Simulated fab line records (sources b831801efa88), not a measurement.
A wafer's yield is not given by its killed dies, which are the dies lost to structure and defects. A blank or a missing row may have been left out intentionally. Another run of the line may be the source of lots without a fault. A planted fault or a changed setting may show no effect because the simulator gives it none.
fab line records :: flow sfq_line
[record]
  lots = 6
  wafers = 18
  last_day = 87
route steps=325 shown M2@99 I2@103
lots with no fault: from the same line, run without faults
start_h: the number of hours between the record's first day and the start of the first shown wafer of the lot :: wait_h: hours since the lot's step before :: " the same as in the row above :: L1.1+2: a single row standing in for several wafers :: - no value, or no start given :: * or withheld: withheld :: < > ~ a bound
route shown NAME@n: NAME is a module with steps in the file, n the number in the route of the first one :: usual: average and standard deviation across the fault-free wafers :: same: alike in all rows :: chamber/n: place in a boat :: sites: readings site by site :: _std_site: the standard deviation of these :: _edge_site: mean of outer sites minus mean of inner sites :: radius_mm: how far each site lies from the wafer's centre :: mask NAME#n: copy n :: behind: the tool/chamber that last shaped the wafer :: hold: why the lot was held/for how many hours/how that ended :: device: transistor that didn't switch, given as n, p or np :: end of line: tests run on the same wafers once the route is complete :: a step with no rows: only its recipe :: killed: dies that structure and defects cost at the first sort, which is not the same as the wafer's yield :: map: the dies of a wafer, with x for killed, . for not killed, _ for no die there
set.NAME: the run value of the setting; set.NAME@STEP: its run value at that earlier step :: model.NAME: the simulator's own value behind a step, which no gauge read
a table for each step, a row for each wafer; lots at some steps of the route
services: the hour from which a tool's chamber was out of use, counted from the record's first day as start_h (under 0 if before that day), plus the number of hours and why
[[steps]]
[step SFQ_TRILAYER_M2_BARC_OPEN_METAL_ETCH_077]
[recipe]
  mask_material = PR
  chemistry = O2
  target_depth_nm = 125
  target = BARC
  icp_w = 600
  bias_w = 80
  pressure_mtorr = 10
  time_s = 41.7
[usual]
  drypump_motor_current_A = 5.90/0.29
  he_backside_leak_sccm = 3.4/0.3
  oes_product_au = 0.685/0.0053
lot.wafer: L808.4
tool: rie_metal-01
chamber: 0
start_h: 767.55
wait_h: 0.0
drypump_motor_current_A: 5.65
he_backside_leak_sccm: 3.2
oes_product_au: 0.683
rf_hours_counter_h: -

lot.wafer: L808.5
tool: rie_metal-01
chamber: 0
start_h: 767.55
wait_h: 0.0
drypump_motor_current_A: 5.66
he_backside_leak_sccm: 3.0
oes_product_au: 0.689
rf_hours_counter_h: -

lot.wafer: L808.6
tool: rie_metal-01
chamber: 1
start_h: 767.55
wait_h: 0.0
drypump_motor_current_A: 5.98
he_backside_leak_sccm: 3.2
oes_product_au: 0.690
rf_hours_counter_h: -

lot.wafer: L817.1
tool: rie_metal-01
chamber: 1
start_h: 996.06
wait_h: 0.0
drypump_motor_current_A: 5.96
he_backside_leak_sccm: 3.5
oes_product_au: 0.675
rf_hours_counter_h: 17

lot.wafer: L817.4
tool: rie_metal-01
chamber: 1
start_h: 996.06
wait_h: 0.0
drypump_motor_current_A: 5.96
he_backside_leak_sccm: 3.5
oes_product_au: 0.686
rf_hours_counter_h: -

lot.wafer: L817.5
tool: rie_metal-01
chamber: 1
start_h: 996.06
wait_h: 0.0
drypump_motor_current_A: 5.95
he_backside_leak_sccm: 3.4
oes_product_au: 0.684
rf_hours_counter_h: -

lot.wafer: L819.3
tool: rie_metal-03
chamber: 1
start_h: 1009.24
wait_h: 0.1
drypump_motor_current_A: 6.12
he_backside_leak_sccm: 3.4
oes_product_au: 0.685
rf_hours_counter_h: -

lot.wafer: L819.4
tool: rie_metal-03
chamber: 1
start_h: 1009.24
wait_h: 0.1
drypump_motor_current_A: 6.10
he_backside_leak_sccm: 3.5
oes_product_au: 0.691
rf_hours_counter_h: -

lot.wafer: L819.6
tool: rie_metal-03
chamber: 1
start_h: 1009.24
wait_h: 0.1
drypump_motor_current_A: 6.10
he_backside_leak_sccm: 5.8
oes_product_au: 0.684
rf_hours_counter_h: -

lot.wafer: L820.4
tool: rie_metal-02
chamber: 0
start_h: 1023.61
wait_h: 0.0
drypump_motor_current_A: 5.61
he_backside_leak_sccm: 3.1
oes_product_au: 0.682
rf_hours_counter_h: -

lot.wafer: L820.5
tool: rie_metal-02
chamber: 0
start_h: 1023.61
wait_h: 0.0
drypump_motor_current_A: 5.61
he_backside_leak_sccm: 3.3
oes_product_au: 0.684
rf_hours_counter_h: -

lot.wafer: L820.6
tool: rie_metal-02
chamber: 1
start_h: 1023.61
wait_h: 0.0
drypump_motor_current_A: 6.51
he_backside_leak_sccm: 4.1
oes_product_au: 0.681
rf_hours_counter_h: -

lot.wafer: L823.1
tool: rie_metal-03
chamber: 1
start_h: 1051.70
wait_h: 0.0
drypump_motor_current_A: 6.13
he_backside_leak_sccm: 3.4
oes_product_au: 0.686
rf_hours_counter_h: 110

lot.wafer: L823.3
tool: rie_metal-03
chamber: 0
start_h: 1051.70
wait_h: 0.0
drypump_motor_current_A: 5.54
he_backside_leak_sccm: 3.4
oes_product_au: 0.691
rf_hours_counter_h: -

lot.wafer: L823.4
tool: rie_metal-03
chamber: 1
start_h: 1051.70
wait_h: 0.0
drypump_motor_current_A: 6.13
he_backside_leak_sccm: 3.4
oes_product_au: 0.685
rf_hours_counter_h: -

lot.wafer: L824.1
tool: rie_metal-02
chamber: 1
start_h: 1055.30
wait_h: 0.0
drypump_motor_current_A: 6.52
he_backside_leak_sccm: 4.0
oes_product_au: 0.689
rf_hours_counter_h: 121

lot.wafer: L824.2
tool: rie_metal-02
chamber: 0
start_h: 1055.30
wait_h: 0.0
drypump_motor_current_A: 5.59
he_backside_leak_sccm: 3.5
oes_product_au: 0.682
rf_hours_counter_h: 92

lot.wafer: L824.4
tool: rie_metal-02
chamber: 0
start_h: 1055.30
wait_h: 0.0
drypump_motor_current_A: 5.57
he_backside_leak_sccm: 3.5
oes_product_au: 0.681
rf_hours_counter_h: -
[step SFQ_TRILAYER_M2_ETCH_METAL_ETCH_060]
[recipe]
  target = Nb
  stop_on = SiO2
  mask_material = PR
  chemistry = Cl2/Ar
  target_depth_nm = 240
  icp_w = 600
  bias_w = 80
  pressure_mtorr = 10
  time_s = 120
[usual]
  drypump_motor_current_A = 5.90/0.29
  he_backside_leak_sccm = 3.4/0.31
  oes_product_au = 0.895/0.0077
lot.wafer: L808.4
tool: rie_metal-01
chamber: 0
start_h: 767.63
wait_h: 0.1
drypump_motor_current_A: 5.65
he_backside_leak_sccm: 3.0
oes_product_au: 0.887
rf_hours_counter_h: -

lot.wafer: L808.5
tool: rie_metal-01
chamber: 0
start_h: 767.63
wait_h: 0.1
drypump_motor_current_A: 5.67
he_backside_leak_sccm: 2.9
oes_product_au: 0.887
rf_hours_counter_h: -

lot.wafer: L808.6
tool: rie_metal-01
chamber: 1
start_h: 767.63
wait_h: 0.1
drypump_motor_current_A: 5.98
he_backside_leak_sccm: 3.3
oes_product_au: 0.902
rf_hours_counter_h: -

lot.wafer: L817.1
tool: rie_metal-01
chamber: 1
start_h: 996.18
wait_h: 0.1
drypump_motor_current_A: 5.96
he_backside_leak_sccm: 3.4
oes_product_au: 0.889
rf_hours_counter_h: 17

lot.wafer: L817.4
tool: rie_metal-01
chamber: 1
start_h: 996.18
wait_h: 0.1
drypump_motor_current_A: 5.97
he_backside_leak_sccm: 3.2
oes_product_au: 0.879
rf_hours_counter_h: -

lot.wafer: L817.5
tool: rie_metal-01
chamber: 1
start_h: 996.18
wait_h: 0.1
drypump_motor_current_A: 5.97
he_backside_leak_sccm: 3.0
oes_product_au: 0.888
rf_hours_counter_h: -

lot.wafer: L819.3
tool: rie_metal-03
chamber: 1
start_h: 1009.46
wait_h: 0.2
drypump_motor_current_A: 6.10
he_backside_leak_sccm: 3.4
oes_product_au: 0.895
rf_hours_counter_h: -

lot.wafer: L819.4
tool: rie_metal-03
chamber: 1
start_h: 1009.46
wait_h: 0.2
drypump_motor_current_A: 6.17
he_backside_leak_sccm: 3.2
oes_product_au: 0.891
rf_hours_counter_h: -

lot.wafer: L819.6
tool: rie_metal-03
chamber: 1
start_h: 1009.46
wait_h: 0.2
drypump_motor_current_A: 6.11
he_backside_leak_sccm: 3.4
oes_product_au: 0.892
rf_hours_counter_h: -

lot.wafer: L820.4
tool: rie_metal-02
chamber: 0
start_h: 1023.69
wait_h: 0.1
drypump_motor_current_A: 5.60
he_backside_leak_sccm: 3.4
oes_product_au: 0.910
rf_hours_counter_h: -

lot.wafer: L820.5
tool: rie_metal-02
chamber: 0
start_h: 1023.69
wait_h: 0.1
drypump_motor_current_A: 5.57
he_backside_leak_sccm: 3.3
oes_product_au: 0.889
rf_hours_counter_h: -

lot.wafer: L820.6
tool: rie_metal-02
chamber: 1
start_h: 1023.69
wait_h: 0.1
drypump_motor_current_A: 6.50
he_backside_leak_sccm: 3.8
oes_product_au: 0.893
rf_hours_counter_h: -

lot.wafer: L823.1
tool: rie_metal-03
chamber: 1
start_h: 1051.76
wait_h: 0.0
drypump_motor_current_A: 6.05
he_backside_leak_sccm: 3.6
oes_product_au: 0.900
rf_hours_counter_h: 110

lot.wafer: L823.3
tool: rie_metal-03
chamber: 0
start_h: 1051.76
wait_h: 0.0
drypump_motor_current_A: 5.58
he_backside_leak_sccm: 4.6
oes_product_au: 0.900
rf_hours_counter_h: -

lot.wafer: L823.4
tool: rie_metal-03
chamber: 1
start_h: 1051.76
wait_h: 0.0
drypump_motor_current_A: 6.06
he_backside_leak_sccm: 3.5
oes_product_au: 0.894
rf_hours_counter_h: -

lot.wafer: L824.1
tool: rie_metal-02
chamber: 1
start_h: 1055.36
wait_h: 0.0
drypump_motor_current_A: 6.52
he_backside_leak_sccm: 3.8
oes_product_au: 0.900
rf_hours_counter_h: 121

lot.wafer: L824.2
tool: rie_metal-02
chamber: 0
start_h: 1055.36
wait_h: 0.0
drypump_motor_current_A: 5.57
he_backside_leak_sccm: 3.2
oes_product_au: 0.891
rf_hours_counter_h: 92

lot.wafer: L824.4
tool: rie_metal-02
chamber: 0
start_h: 1055.36
wait_h: 0.0
drypump_motor_current_A: 5.59
he_backside_leak_sccm: 3.5
oes_product_au: 0.901
rf_hours_counter_h: -
[step SFQ_TRILAYER_M2_STRIP_STRIP_061]
[recipe]
  gas = O2
  power_w = 200
  platen_temp_c = 40
  overash_fraction = 0.65
  chemistry = O2
  pressure_mtorr = 50
[usual]
  drypump_motor_current_A = 5.90/0.29
  he_backside_leak_sccm = 3.4/0.33
  oes_product_au = 1.001/0.0068
lot.wafer: L808.4
tool: rie_metal-01
chamber: 0
start_h: 767.91
wait_h: 0.2
drypump_motor_current_A: 5.69
he_backside_leak_sccm: 3.1
oes_product_au: 1.003
rf_hours_counter_h: -

lot.wafer: L808.5
tool: rie_metal-01
chamber: 0
start_h: 767.91
wait_h: 0.2
drypump_motor_current_A: 5.66
he_backside_leak_sccm: 3.3
oes_product_au: 1.012
rf_hours_counter_h: -

lot.wafer: L808.6
tool: rie_metal-01
chamber: 1
start_h: 767.91
wait_h: 0.2
drypump_motor_current_A: 5.96
he_backside_leak_sccm: 3.4
oes_product_au: 1.001
rf_hours_counter_h: -

lot.wafer: L817.1
tool: rie_metal-01
chamber: 1
start_h: 996.43
wait_h: 0.2
drypump_motor_current_A: 5.93
he_backside_leak_sccm: 5.8
oes_product_au: 0.990
rf_hours_counter_h: 17

lot.wafer: L817.4
tool: rie_metal-01
chamber: 1
start_h: 996.43
wait_h: 0.2
drypump_motor_current_A: 5.96
he_backside_leak_sccm: 3.0
oes_product_au: 0.991
rf_hours_counter_h: -

lot.wafer: L817.5
tool: rie_metal-01
chamber: 1
start_h: 996.43
wait_h: 0.2
drypump_motor_current_A: 5.96
he_backside_leak_sccm: 3.1
oes_product_au: 0.992
rf_hours_counter_h: -

lot.wafer: L819.3
tool: rie_metal-03
chamber: 1
start_h: 1010.21
wait_h: 0.7
drypump_motor_current_A: 6.04
he_backside_leak_sccm: 3.4
oes_product_au: 0.989
rf_hours_counter_h: -

lot.wafer: L819.4
tool: rie_metal-03
chamber: 1
start_h: 1010.21
wait_h: 0.7
drypump_motor_current_A: 6.09
he_backside_leak_sccm: 3.3
oes_product_au: 1.000
rf_hours_counter_h: -

lot.wafer: L819.6
tool: rie_metal-03
chamber: 1
start_h: 1010.21
wait_h: 0.7
drypump_motor_current_A: 6.04
he_backside_leak_sccm: 3.4
oes_product_au: 0.991
rf_hours_counter_h: -

lot.wafer: L820.4
tool: rie_metal-02
chamber: 0
start_h: 1023.97
wait_h: 0.2
drypump_motor_current_A: 5.57
he_backside_leak_sccm: 3.5
oes_product_au: 1.002
rf_hours_counter_h: -

lot.wafer: L820.5
tool: rie_metal-02
chamber: 0
start_h: 1023.97
wait_h: 0.2
drypump_motor_current_A: 5.58
he_backside_leak_sccm: 3.5
oes_product_au: 0.988
rf_hours_counter_h: -

lot.wafer: L820.6
tool: rie_metal-02
chamber: 1
start_h: 1023.97
wait_h: 0.2
drypump_motor_current_A: 6.49
he_backside_leak_sccm: 3.8
oes_product_au: 1.001
rf_hours_counter_h: -

lot.wafer: L823.1
tool: rie_metal-03
chamber: 1
start_h: 1051.88
wait_h: 0.1
drypump_motor_current_A: 6.06
he_backside_leak_sccm: 3.6
oes_product_au: 1.004
rf_hours_counter_h: 111

lot.wafer: L823.3
tool: rie_metal-03
chamber: 0
start_h: 1051.88
wait_h: 0.1
drypump_motor_current_A: 5.56
he_backside_leak_sccm: 3.4
oes_product_au: 1.013
rf_hours_counter_h: -

lot.wafer: L823.4
tool: rie_metal-03
chamber: 1
start_h: 1051.88
wait_h: 0.1
drypump_motor_current_A: 6.08
he_backside_leak_sccm: 3.5
oes_product_au: 1.006
rf_hours_counter_h: -

lot.wafer: L824.1
tool: rie_metal-02
chamber: 1
start_h: 1055.48
wait_h: 0.1
drypump_motor_current_A: 6.52
he_backside_leak_sccm: 3.7
oes_product_au: 1.002
rf_hours_counter_h: 121

lot.wafer: L824.2
tool: rie_metal-02
chamber: 0
start_h: 1055.48
wait_h: 0.1
drypump_motor_current_A: 5.59
he_backside_leak_sccm: 5.7
oes_product_au: 1.002
rf_hours_counter_h: 93

lot.wafer: L824.4
tool: rie_metal-02
chamber: 0
start_h: 1055.48
wait_h: 0.1
drypump_motor_current_A: 5.58
he_backside_leak_sccm: 3.3
oes_product_au: 1.002
rf_hours_counter_h: -
[step SFQ_TRILAYER_M2_STRIP_SOLV_CLEAN_062]
[recipe]
  chemistry = NMP
  temp_c = 70
  time_s = 600
[step SFQ_TRILAYER_I2_DEP_PECVD_063]
[recipe]
  material = SiO2
  temp_c = 150
  time_s = 111.11
  pressure_torr = 2.4
  rf_w = 183.3
  precursor = SiH4/N2O
  target_thk_nm = 500
[step SFQ_TRILAYER_I2_CMP_CMP_064]
[recipe]
  material = SiO2
  down_force_psi = 3
  platen_rpm = 60
  pad_velocity_m_s = 0.94248
[usual]
  motor_current_A = 10.3/1.1
  time_to_endpoint_s = 215/7.8
lot.wafer: L808.4
tool: cmp-02
chamber: 1
start_h: 814.13
wait_h: 45.6
motor_current_A: 9.4
time_to_endpoint_s: 221

lot.wafer: L808.5
tool: cmp-02
chamber: 2
start_h: 814.13
wait_h: 45.6
motor_current_A: 10.8
time_to_endpoint_s: 218

lot.wafer: L808.6
tool: cmp-02
chamber: 3
start_h: 814.13
wait_h: 45.6
motor_current_A: 8.6
time_to_endpoint_s: 206

lot.wafer: L817.4
tool: cmp-02
chamber: 2
start_h: 1000.59
wait_h: 2.7
motor_current_A: 10.4
time_to_endpoint_s: 216

lot.wafer: L817.1
tool: cmp-02
chamber: 3
start_h: 1000.59
wait_h: 2.7
motor_current_A: 8.3
time_to_endpoint_s: 219

lot.wafer: L817.5
tool: cmp-02
chamber: 2
start_h: 1002.59
wait_h: 4.7
motor_current_A: 10.7
time_to_endpoint_s: 227

lot.wafer: L819.3
tool: cmp-01
chamber: 0
start_h: 1015.23
wait_h: 3.7
motor_current_A: 9.5
time_to_endpoint_s: 215

lot.wafer: L819.4
tool: cmp-01
chamber: 3
start_h: 1016.73
wait_h: 5.2
motor_current_A: 11.7
time_to_endpoint_s: 220

lot.wafer: L819.6
tool: cmp-01
chamber: 1
start_h: 1017.73
wait_h: 6.2
motor_current_A: 12.3
time_to_endpoint_s: 224

lot.wafer: L820.4
tool: cmp-02
chamber: 2
start_h: 1027.59
wait_h: 3.0
motor_current_A: 10.5
time_to_endpoint_s: 212

lot.wafer: L820.5
tool: cmp-02
chamber: 1
start_h: 1029.09
wait_h: 4.5
motor_current_A: 9.7
time_to_endpoint_s: 211

lot.wafer: L820.6
tool: cmp-02
chamber: 2
start_h: 1029.09
wait_h: 4.5
motor_current_A: 9.9
time_to_endpoint_s: 209

lot.wafer: L823.1
tool: cmp-01
chamber: 2
start_h: 1054.23
wait_h: 1.5
motor_current_A: 10.9
time_to_endpoint_s: 210

lot.wafer: L823.3
tool: cmp-01
chamber: 3
start_h: 1054.23
wait_h: 1.5
motor_current_A: 10.9
time_to_endpoint_s: 207

lot.wafer: L823.4
tool: cmp-01
chamber: 0
start_h: 1054.23
wait_h: 1.5
motor_current_A: 9.3
time_to_endpoint_s: 214

lot.wafer: L824.4
tool: cmp-01
chamber: 3
start_h: 1057.23
wait_h: 0.9
motor_current_A: 11.2
time_to_endpoint_s: 215

lot.wafer: L824.1
tool: cmp-01
chamber: 0
start_h: 1057.23
wait_h: 0.9
motor_current_A: 9.3
time_to_endpoint_s: 200

lot.wafer: L824.2
tool: cmp-01
chamber: 1
start_h: 1057.23
wait_h: 0.9
motor_current_A: 12.1
time_to_endpoint_s: 210
[step SFQ_I2_BOW_MEAS_917]
[recipe]
  mode = bow
[usual]
  I2_BOW = 2/8
lot.wafer: L808.4
tool: film_metro-01
chamber: -
start_h: 815.69
wait_h: 1.1
I2_BOW[um]: 9

lot.wafer: L808.5
tool: film_metro-01
chamber: -
start_h: 815.69
wait_h: 1.1
I2_BOW[um]: 10

lot.wafer: L808.6
tool: film_metro-01
chamber: -
start_h: 815.69
wait_h: 1.1
I2_BOW[um]: 0

lot.wafer: L817.1
tool: film_metro-03
chamber: -
start_h: 1003.09
wait_h: 1.5
I2_BOW[um]: -2

lot.wafer: L817.4
tool: film_metro-03
chamber: -
start_h: 1003.09
wait_h: 1.5
I2_BOW[um]: 9

lot.wafer: L817.5
tool: film_metro-03
chamber: -
start_h: 1003.09
wait_h: 1.5
I2_BOW[um]: 0

lot.wafer: L819.3
tool: film_metro-01
chamber: -
start_h: 1018.27
wait_h: 2.5
I2_BOW[um]: 5

lot.wafer: L819.4
tool: film_metro-01
chamber: -
start_h: 1018.27
wait_h: 2.5
I2_BOW[um]: 5

lot.wafer: L819.6
tool: film_metro-01
chamber: -
start_h: 1018.27
wait_h: 2.5
I2_BOW[um]: 3

lot.wafer: L820.4
tool: film_metro-02
chamber: -
start_h: 1030.15
wait_h: 2.1
I2_BOW[um]: 5

lot.wafer: L820.5
tool: film_metro-02
chamber: -
start_h: 1030.15
wait_h: 2.1
I2_BOW[um]: 9

lot.wafer: L820.6
tool: film_metro-02
chamber: -
start_h: 1030.15
wait_h: 2.1
I2_BOW[um]: 8

lot.wafer: L823.1
tool: film_metro-01
chamber: -
start_h: 1057.23
wait_h: 2.5
I2_BOW[um]: 3

lot.wafer: L823.3
tool: film_metro-01
chamber: -
start_h: 1057.23
wait_h: 2.5
I2_BOW[um]: 1

lot.wafer: L823.4
tool: film_metro-01
chamber: -
start_h: 1057.23
wait_h: 2.5
I2_BOW[um]: 2

lot.wafer: L824.1
tool: film_metro-03
chamber: -
start_h: 1060.23
wait_h: 2.0
I2_BOW[um]: -10

lot.wafer: L824.2
tool: film_metro-03
chamber: -
start_h: 1060.23
wait_h: 2.0
I2_BOW[um]: 0

lot.wafer: L824.4
tool: film_metro-03
chamber: -
start_h: 1060.23
wait_h: 2.0
I2_BOW[um]: -10
[step SFQ_TRILAYER_I2_METRO_MEASURE_065]
[usual]
  thk_nm = 199.9/0.97
lot.wafer: L808.4
tool: film_metro-01
chamber: -
start_h: 816.35
wait_h: 0.6
thk_nm: 200.8

lot.wafer: L808.5
tool: film_metro-01
chamber: -
start_h: 816.35
wait_h: 0.6
thk_nm: 200.4

lot.wafer: L808.6
tool: film_metro-01
chamber: -
start_h: 816.35
wait_h: 0.6
thk_nm: 198.5

lot.wafer: L817.1
tool: film_metro-03
chamber: -
start_h: 1003.21
wait_h: 0.1
thk_nm: 199.7

lot.wafer: L817.4
tool: film_metro-03
chamber: -
start_h: 1003.21
wait_h: 0.1
thk_nm: 200.5

lot.wafer: L817.5
tool: film_metro-03
chamber: -
start_h: 1003.21
wait_h: 0.1
thk_nm: 200.3

lot.wafer: L819.3
tool: film_metro-01
chamber: -
start_h: 1018.75
wait_h: 0.5
thk_nm: 199.4

lot.wafer: L819.4
tool: film_metro-01
chamber: -
start_h: 1018.75
wait_h: 0.5
thk_nm: 200.1

lot.wafer: L819.6
tool: film_metro-01
chamber: -
start_h: 1018.75
wait_h: 0.5
thk_nm: 200.0

lot.wafer: L820.4
tool: film_metro-02
chamber: -
start_h: 1030.81
wait_h: 0.6
thk_nm: 199.9

lot.wafer: L820.5
tool: film_metro-02
chamber: -
start_h: 1030.81
wait_h: 0.6
thk_nm: 200.4

lot.wafer: L820.6
tool: film_metro-02
chamber: -
start_h: 1030.81
wait_h: 0.6
thk_nm: 199.1

lot.wafer: L823.1
tool: film_metro-01
chamber: -
start_h: 1057.35
wait_h: 0.1
thk_nm: 201.0

lot.wafer: L823.3
tool: film_metro-01
chamber: -
start_h: 1057.35
wait_h: 0.1
thk_nm: 199.5

lot.wafer: L823.4
tool: film_metro-01
chamber: -
start_h: 1057.35
wait_h: 0.1
thk_nm: 199.8

lot.wafer: L824.1
tool: film_metro-03
chamber: -
start_h: 1060.35
wait_h: 0.1
thk_nm: 198.7

lot.wafer: L824.2
tool: film_metro-03
chamber: -
start_h: 1060.35
wait_h: 0.1
thk_nm: 198.9

lot.wafer: L824.4
tool: film_metro-03
chamber: -
start_h: 1060.35
wait_h: 0.1
thk_nm: 198.2
[step SFQ_TRILAYER_I2_VIA_LITHO_COAT_072]
[recipe]
  resist = BARC
  spin_rpm = 3000
  resist_thk_nm = 62
[step SFQ_TRILAYER_I2_VIA_LITHO_COAT_067]
[recipe]
  resist = KrF
  spin_rpm = 3000
  resist_thk_nm = 650
[step SFQ_TRILAYER_I2_VIA_LITHO_SOFTBAKE_071]
[recipe]
  temp_c = withheld
  time_s = withheld
  resist = KrF
[step SFQ_TRILAYER_I2_VIA_LITHO_EXPOSE_068]
[recipe]
  mask_id = I2
  na = 0.6
  source_shape = conventional
  sigma_outer = 0.65
  target_cd_nm = 500
  dose_mj = 21.3
[step SFQ_TRILAYER_I2_VIA_LITHO_PEB_070]
[recipe]
  peb_temp_c = 115
  peb_time_s = 60
  resist = KrF
[usual]
  chill_plate_temp_C = 23.00/0.096
  exhaust_pa = 45.0/1.1
  resist_line_temp_C = 23.02/0.11
lot.wafer: L808.4
tool: litho_track-02
chamber: 0
start_h: 936.58
wait_h: 0.5
chill_plate_temp_C: 22.86
exhaust_pa: 43.7
resist_line_temp_C: 23.07

lot.wafer: L808.5
tool: litho_track-02
chamber: 0
start_h: 936.58
wait_h: 0.5
chill_plate_temp_C: 22.91
exhaust_pa: 44.5
resist_line_temp_C: 22.96

lot.wafer: L808.6
tool: litho_track-02
chamber: 0
start_h: 936.58
wait_h: 0.5
chill_plate_temp_C: 23.02
exhaust_pa: 44.5
resist_line_temp_C: 23.17

lot.wafer: L817.1
tool: litho_track-02
chamber: 0
start_h: 1008.75
wait_h: 1.0
chill_plate_temp_C: 23.15
exhaust_pa: 44.4
resist_line_temp_C: 23.01

lot.wafer: L817.4
tool: litho_track-02
chamber: 0
start_h: 1008.75
wait_h: 1.0
chill_plate_temp_C: 23.05
exhaust_pa: 45.9
resist_line_temp_C: 22.98

lot.wafer: L817.5
tool: litho_track-02
chamber: 0
start_h: 1008.75
wait_h: 1.0
chill_plate_temp_C: 23.15
exhaust_pa: 45.9
resist_line_temp_C: 23.03

lot.wafer: L819.3
tool: litho_track-03
chamber: -
start_h: 1025.01
wait_h: 0.7
chill_plate_temp_C: -
exhaust_pa: -
resist_line_temp_C: -

lot.wafer: L819.4
tool: litho_track-03
chamber: -
start_h: 1025.01
wait_h: 0.7
chill_plate_temp_C: -
exhaust_pa: -
resist_line_temp_C: -

lot.wafer: L819.6
tool: litho_track-03
chamber: -
start_h: 1025.01
wait_h: 0.7
chill_plate_temp_C: -
exhaust_pa: -
resist_line_temp_C: -

lot.wafer: L820.4
tool: litho_track-01
chamber: -
start_h: 1163.30
wait_h: 0.5
chill_plate_temp_C: -
exhaust_pa: -
resist_line_temp_C: -

lot.wafer: L820.5
tool: litho_track-01
chamber: -
start_h: 1163.30
wait_h: 0.5
chill_plate_temp_C: -
exhaust_pa: -
resist_line_temp_C: -

lot.wafer: L820.6
tool: litho_track-01
chamber: -
start_h: 1163.30
wait_h: 0.5
chill_plate_temp_C: -
exhaust_pa: -
resist_line_temp_C: -

lot.wafer: L823.1
tool: litho_track-03
chamber: 0
start_h: 1184.45
wait_h: 1.0
chill_plate_temp_C: 23.01
exhaust_pa: 44.6
resist_line_temp_C: 23.01

lot.wafer: L823.3
tool: litho_track-03
chamber: 0
start_h: 1184.45
wait_h: 1.0
chill_plate_temp_C: 23.04
exhaust_pa: 44.8
resist_line_temp_C: 23.07

lot.wafer: L823.4
tool: litho_track-03
chamber: 0
start_h: 1184.45
wait_h: 1.0
chill_plate_temp_C: 23.09
exhaust_pa: 44.3
resist_line_temp_C: 23.13

lot.wafer: L824.1
tool: litho_track-03
chamber: 0
start_h: 1190.45
wait_h: 1.0
chill_plate_temp_C: 23.07
exhaust_pa: 44.4
resist_line_temp_C: 22.78

lot.wafer: L824.2
tool: litho_track-03
chamber: 0
start_h: 1190.45
wait_h: 1.0
chill_plate_temp_C: 23.02
exhaust_pa: 44.0
resist_line_temp_C: 22.95

lot.wafer: L824.4
tool: litho_track-03
chamber: 0
start_h: 1190.45
wait_h: 1.0
chill_plate_temp_C: 22.97
exhaust_pa: 45.2
resist_line_temp_C: 22.96
[step SFQ_TRILAYER_I2_VIA_LITHO_DEVELOP_069]
[recipe]
  time_s = 60
  resist = KrF
[[services]]
tool: cmp-02
chamber: -
start_h: 751.21
hours: 4.0
kind: pm

tool: rie_metal-01
chamber: -
start_h: 752.54
hours: 0.2
kind: repair

tool: rie_metal-01
chamber: 1
start_h: 758.46
hours: 3.1
kind: repair

tool: film_metro-01
chamber: -
start_h: 773.52
hours: 1.4
kind: pm

tool: cmp-02
chamber: -
start_h: 803.21
hours: 6.4
kind: pm

tool: cmp-01
chamber: -
start_h: 803.76
hours: 4.6
kind: repair

tool: rie_metal-02
chamber: -
start_h: 812.13
hours: 2.8
kind: pm

tool: film_metro-01
chamber: -
start_h: 851.70
hours: 1.2
kind: pm

tool: cmp-02
chamber: -
start_h: 875.63
hours: 10.5
kind: pm

tool: rie_metal-01
chamber: -
start_h: 885.37
hours: 2.8
kind: pm

tool: rie_metal-02
chamber: -
start_h: 891.60
hours: 14.6
kind: pm

tool: film_metro-01
chamber: -
start_h: 910.01
hours: 0.9
kind: pm

tool: cmp-02
chamber: -
start_h: 913.36
hours: 0.6
kind: repair

tool: cmp-01
chamber: -
start_h: 916.38
hours: 4.0
kind: pm

tool: rie_metal-02
chamber: 0
start_h: 930.69
hours: 5.6
kind: repair

tool: rie_metal-01
chamber: 0
start_h: 931.22
hours: 189.0
kind: repair

tool: cmp-01
chamber: -
start_h: 973.76
hours: 0.7
kind: repair

tool: film_metro-01
chamber: -
start_h: 975.78
hours: 0.5
kind: pm

tool: cmp-01
chamber: -
start_h: 977.41
hours: 4.8
kind: pm

tool: cmp-02
chamber: -
start_h: 983.30
hours: 0.7
kind: repair

tool: rie_metal-03
chamber: -
start_h: 994.66
hours: 2.8
kind: pm

tool: rie_metal-03
chamber: 0
start_h: 1009.15
hours: 10.0
kind: repair

tool: rie_metal-02
chamber: 0
start_h: 1038.25
hours: 2.3
kind: repair

tool: rie_metal-02
chamber: -
start_h: 1165.26
hours: 0.6
kind: repair
[[key]]
[first_sign]
  step = SFQ_TRILAYER_I2_VIA_LITHO_PEB_070
  reading = tool_record
  direction = missing
effect none on later readings
met_at SFQ_TRILAYER_I2_VIA_LITHO_PEB_070
struck_wafers L819.3,L819.4,L819.6,L820.4,L820.5,L820.6
[fault]
  kind = skipped_step_whole
  tool = litho_track-01,litho_track-03
  chamber = -
  onset_h = 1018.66
  steps = SFQ_TRILAYER_I2_VIA_LITHO_PEB_070
  scope = struck_lots_only
